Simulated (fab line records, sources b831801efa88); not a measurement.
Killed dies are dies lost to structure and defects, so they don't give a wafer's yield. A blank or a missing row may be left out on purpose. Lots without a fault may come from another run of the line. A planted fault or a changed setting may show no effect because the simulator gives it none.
One fault seen from 2 desks | flow sfq_line | each desk has only its own numbers; what lay behind them comes last

THE TOOL OWNER'S DESK: litho_track-01
The tool's own readings at SFQ_TRILAYER_M3_LITHO_COAT_075 (resist thk 600 nm): means of the sampled wafers that have a number, for each lot that ran on this tool. A lot is out of limits, marked OUT, if its mean lies more than 4 standard deviations from the usual mean; the brackets give that distance.
Columns: A = dispense_pressure_kPa at SFQ_TRILAYER_M3_LITHO_COAT_075, usual 46.6 kPa
lot  | first seen here | A
L785 | day 44 09:33    | 46.2
L788 | day 44 20:50    | 46.2
L790 | day 45 05:03    | 46.1
L791 | day 45 07:27    | 46.2
This desk's finding: nothing out of limits on any of the 4 lots.

THE METROLOGY DESK
What the gauges read, lot by lot, whatever tool the lot ran on: means of the sampled wafers that have a number. A lot is out of limits, marked OUT, if its mean lies more than 4 standard deviations from the usual mean; the brackets give that distance.
Columns: A = I2_OVL at SFQ_I2_OVL_MEAS_918, usual -1 nm; B = M3_NB_RS at SFQ_M3_RS_MEAS_919, usual 0.891 ohm/sq; C = M3_OVL at SFQ_M3_OVL_MEAS_921, usual -4 nm
lot  | first seen here | A  | B     | C
L781 | day 37 15:34    | 3  | 0.888 | -0
L785 | day 44 07:23    | 6  | 0.885 | -2
L788 | day 44 19:13    | -8 | 0.898 | -8
L790 | day 45 03:29    | -0 | 0.896 | -15
L791 | day 45 05:53    | -6 | 0.882 | 0
L793 | day 45 11:53    | 6  | 0.889 | -0
L796 | day 45 19:06    | -4 | 0.892 | -6
This desk's finding: nothing out of limits on any of the 7 lots.

PUT TOGETHER
The tool owner's desk saw nothing out of limits.
The metrology desk saw nothing out of limits.

WHAT THE SIMULATOR HAD PUT IN
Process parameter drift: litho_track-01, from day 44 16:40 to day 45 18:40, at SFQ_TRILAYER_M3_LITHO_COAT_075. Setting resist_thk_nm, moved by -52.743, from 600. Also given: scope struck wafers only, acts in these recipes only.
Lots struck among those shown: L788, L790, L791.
